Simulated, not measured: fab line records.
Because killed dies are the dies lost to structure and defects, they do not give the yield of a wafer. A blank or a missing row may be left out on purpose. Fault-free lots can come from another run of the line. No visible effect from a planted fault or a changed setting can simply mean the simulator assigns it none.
Which tool did it? -- flow gf180mcu -- 12 lots with 34 wafers sampled at 2 steps, on a route of 602 steps

## WHAT THE GAUGES READ, wafer by wafer
GF_TOP_METAL_RS_MEAS_05: a four-point-probe measurement. Usual: TOP_METAL_ALCU_RS typically reads 0.0327 ohm/sq, with standard deviation 0.0004.
lot,measured,on,TOP_METAL_ALCU_RS (ohm/sq),flag
L687,day 27 21:21,film_metro-03,0.0330 0.0331 0.0329,
L688,day 28 01:08,film_metro-02,0.0321 0.0323 0.0321,
L689,day 28 14:23,film_metro-02,0.0321 0.0327 0.0321,
L691,day 28 22:54,film_metro-02,0.0325 0.0325 0.0328,
L693,day 29 21:25,film_metro-04,0.0331 0.0323 0.0329,
L694,day 29 21:47,film_metro-02,0.0322 0.0326 0.0322,
L695,day 30 08:09,film_metro-03,0.0332 0.0331 0.0331,
L696,day 30 13:39,film_metro-04,0.0328 0.0322 0.0324,
L702,day 32 08:10,film_metro-03,0.0335 0.0334,
L704,day 32 12:20,film_metro-04,0.0331 0.0325,
L707,day 33 04:22,film_metro-02,0.0327 0.0321 0.0324,
L709,day 33 11:02,film_metro-03,0.0326 0.0323 0.0326,

## WHICH TOOL RAN EACH LOT (tool, then ch and the chambers of the sampled wafers, then the start)
lot,GF_V5_SPUTTER_21
L687,"pvd_sputter-02, day 27 20:26"
L688,"pvd_sputter-03, day 28 00:10"
L689,"pvd_sputter-03, day 28 13:29"
L691,"pvd_sputter-01, day 28 21:57"
L693,"pvd_sputter-01, day 29 20:28"
L694,"pvd_sputter-03, day 29 20:52"
L695,"pvd_sputter-02, day 30 07:14"
L696,"pvd_sputter-03, day 30 12:44"
L702,"pvd_sputter-02, day 32 07:15"
L704,"pvd_sputter-01, day 32 11:25"
L707,"pvd_sputter-03, day 33 03:23"
L709,"pvd_sputter-03, day 33 10:05"
- GF_V5_SPUTTER_21: material Ti, target thk 15 nm, time 80.02 s.

## AS READ BY THE TOOLS THEMSELVES (means over the sampled wafers that have a number; for cases with no such wafer, the mark the record gives instead)
GF_V5_SPUTTER_21. Usual: throttle_valve_pct at 29.9 %, with a standard deviation of 1.3.
lot,tool,throttle_valve_pct (%),flag
L687,pvd_sputter-02,30.7,
L688,pvd_sputter-03,29.5,
L689,pvd_sputter-03,30.4,
L691,pvd_sputter-01,29.0,
L693,pvd_sputter-01,29.8,
L694,pvd_sputter-03,29.8,
L695,pvd_sputter-02,30.8,
L696,pvd_sputter-03,30.6,
L702,pvd_sputter-02,30.0,
L704,pvd_sputter-01,29.4,
L707,pvd_sputter-03,29.8,
L709,pvd_sputter-03,30.3,

## THE ANSWER, worked out from the rows above alone
Rule: lot off if the mean of its wafers having a number is beyond 3 standard deviations from the usual mean. A lot without any number at a reading at which 4 lots or more have one is off too. Any other lot the step has rows for is counted as sound. After the gauges, taken in route order, come the tools' own readings; for these a lot's mean is taken, as printed above. The first step at which some lot is off is used, and at that step the reading that is off furthest; a lot without a number counts as furthest.
No lot is off at any reading shown: from this, nothing can be told.

## WHAT HAD BEEN PUT IN BY THE SIMULATOR
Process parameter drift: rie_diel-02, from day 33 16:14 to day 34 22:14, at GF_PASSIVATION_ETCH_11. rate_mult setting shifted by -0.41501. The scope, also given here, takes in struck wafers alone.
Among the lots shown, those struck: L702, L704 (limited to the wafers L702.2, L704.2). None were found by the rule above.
